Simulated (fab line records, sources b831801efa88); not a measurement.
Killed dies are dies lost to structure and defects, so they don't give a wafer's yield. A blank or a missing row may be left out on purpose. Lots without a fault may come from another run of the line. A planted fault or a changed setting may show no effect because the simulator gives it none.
A struck lot beside a sound one | flow sky130 | 43 steps out of a route of 708
Sound: wafers L221.1, L221.3, L221.6. Struck: wafers L234.1, L234.2, L234.4. The cause comes at the end.
At each step with rows: each side's tool, then ch and its chambers, then its first start. Under that, the readings that differ: sound wafers | struck wafers | difference of the means | sigmas: that difference in standard deviations of wafers without a fault.
alike: readings whose means differ by less than 2 such deviations, and words and numbers that are the same on both sides. not compared: withheld readings, readings that some wafer has no value for, bounds like >300 that may hide the same value, and numbers for which the record gives no deviation and whose values overlap.
The two part at a step that has a row with sigmas, a row that says differs or no value, or rows on one side only. Numbers that don't overlap but have no deviation are shown without sigmas and don't part them. A reading that every wafer of one side lacks parts them only if that side has two wafers or more.

first, 3 steps without rows for these wafers: SKY_FIELD_ISO_CLEAN_20 (cleans in dHF, time 20 s); SKY_FIELD_ISO_WET_ETCH_21 (etches SiO2 in dHF, target depth 20 nm, time 400 s); SKY_FIELD_ISO_OXIDATION_22 (stabilise 600 s, purge 300 s, target thk 10 nm).
SKY_FIELD_ISO_THK_MEAS_23:
  sound on film_metro-03, day 3 21:11; struck on film_metro-03, day 6 17:04
  alike: FIELD_ISO_OXIDATION_01_THK
then, 1 step without rows for these wafers: SKY_FIELD_ISO_CVD_24 (deposits SiO2, target thk 595 nm, time 99.2 s).
SKY_FIELD_ISO_THK_MEAS_25:
  sound on film_metro-03, day 3 21:19; struck on film_metro-03, day 6 17:11
  alike: FIELD_ISO_CVD_24_THK
then, 1 step without rows for these wafers: SKY_FIELD_ISO_ANNEAL_26 (time 1800 s).
SKY_FIELD_ISO_CMP_27: polishes, stops on Si3N4, t overpolish 16 s, target thk 457.8 nm.
  sound on cmp-01 ch 0,1,2, day 4 00:10; struck on cmp-01 ch 1,2,3, day 6 18:45
  alike: edge_zone_pressure_frac, motor_current_A, overpolish_run_s, time_to_endpoint_s
then, 4 steps without rows for these wafers: SKY_FIELD_ISO_WET_ETCH_28 (etches SiO2 in dHF, target depth 23.7 nm, time 48.49 s); SKY_FIELD_ISO_WET_ETCH_29 (etches Si3N4 in H3PO4, target depth 160 nm, time 1825 s); SKY_FIELD_ISO_WET_ETCH_30 (etches SiO2 in dHF, target depth 25 nm, time 50 s); SKY_NWELL_CLEAN_00 (cleans in SC1/SC2, time 150 s).
SKY_NWELL_OXIDATION_01: stabilise 600 s, purge 300 s, target thk 10 nm.
  sound on furnace-02 ch 0, day 4 01:21; struck on furnace-02 ch 0, day 6 20:09
SKY_NWELL_THK_MEAS_02:
  sound on film_metro-03, day 4 02:44; struck on film_metro-03, day 6 21:32
  alike: NWELL_OXIDATION_THK
then, 8 steps without rows for these wafers: SKY_DNWELL_DEHYDRATE_00 (time 60 s); SKY_DNWELL_HMDS_01 (prime time 60 s); SKY_DNWELL_COAT_02 (resist thk 3000 nm); SKY_DNWELL_SOFTBAKE_03; SKY_DNWELL_EXPOSE_04 (exposes mask DNM, target cd 3000 nm); SKY_DNWELL_PEB_05; SKY_DNWELL_DEVELOP_06 (develop time 60 s); SKY_DNWELL_IMPLANT_07.
SKY_DNWELL_STRIP_08: strips in O2/N2.
  sound on plasma_asher-02 ch 0,1, day 4 20:07; struck on plasma_asher-03 ch 0,1, day 7 15:49
  alike: drypump_motor_current_A, oes_product_au, strip_time_to_endpoint_s
  not compared: rf_hours_counter_h
SKY_DNWELL_TW_MEAS_09:
  sound on film_metro-03, day 4 20:13; struck on film_metro-01, day 7 15:55
  alike: DNWELL_TW
then, 7 steps without rows for these wafers: SKY_PWDE_DEHYDRATE_00 (time 60 s); SKY_PWDE_HMDS_01 (prime time 60 s); SKY_PWDE_COAT_02 (resist thk 3000 nm); SKY_PWDE_SOFTBAKE_03; SKY_PWDE_EXPOSE_04 (exposes mask PWDEM, target cd 840 nm); SKY_PWDE_PEB_05; SKY_PWDE_DEVELOP_06 (develop time 60 s).
SKY_PWDE_OVL_MEAS_07:
  sound on overlay-01, day 5 13:49; struck on overlay-01, day 8 12:46
  alike: PWDE_OVL
then, 1 step without rows for these wafers: SKY_PWDE_IMPLANT_08.
SKY_PWDE_STRIP_09: strips in O2/N2.
  sound on plasma_asher-01 ch 0,1, day 5 14:06; struck on plasma_asher-04 ch 0,1, day 8 12:57
  alike: drypump_motor_current_A, oes_product_au, strip_time_to_endpoint_s
  not compared: rf_hours_counter_h
SKY_PWDE_TW_MEAS_10:
  sound on film_metro-03, day 5 14:12; struck on film_metro-02, day 8 13:03
  alike: PWDE_TW
then, 7 steps without rows for these wafers: SKY_NWELL_DEHYDRATE_03 (time 60 s); SKY_NWELL_HMDS_04 (prime time 60 s); SKY_NWELL_COAT_05 (resist thk 3000 nm); SKY_NWELL_SOFTBAKE_06; SKY_NWELL_EXPOSE_07 (exposes mask NWM, target cd 840 nm); SKY_NWELL_PEB_08; SKY_NWELL_DEVELOP_09 (develop time 60 s).
-- the record jumps here: 42 days lie between the struck wafers' starts before and after (it left off in module NWELL and takes up again in module PAD_OPEN, whose first step shown is number 708 of the route) --
SKY_PAD_OPEN_PROBE_99:
  sound on prober-01, day 47 14:21; struck on prober-01, day 50 05:40
  reading             | sound     | struck      | difference | sigmas
  killed_at_M0_to_M3  | 61 57 43  | 38 29 39    | -18        | -2
  killed_at_front_end | 14 18 16  | 89 97 93    | +77        | +18
  killed_dies         | 110 94 84 | 159 146 158 | +58        | +6
  killed_on_rim       | 24 20 17  | 34 27 25    | +8         | +2
  alike: killed_at_M4_up, killed_at_contacts, killed_at_other, killed_open, killed_short

WHERE THEY PART
Only at SKY_PAD_OPEN_PROBE_99, within this record.

WHY: what the simulator had put in
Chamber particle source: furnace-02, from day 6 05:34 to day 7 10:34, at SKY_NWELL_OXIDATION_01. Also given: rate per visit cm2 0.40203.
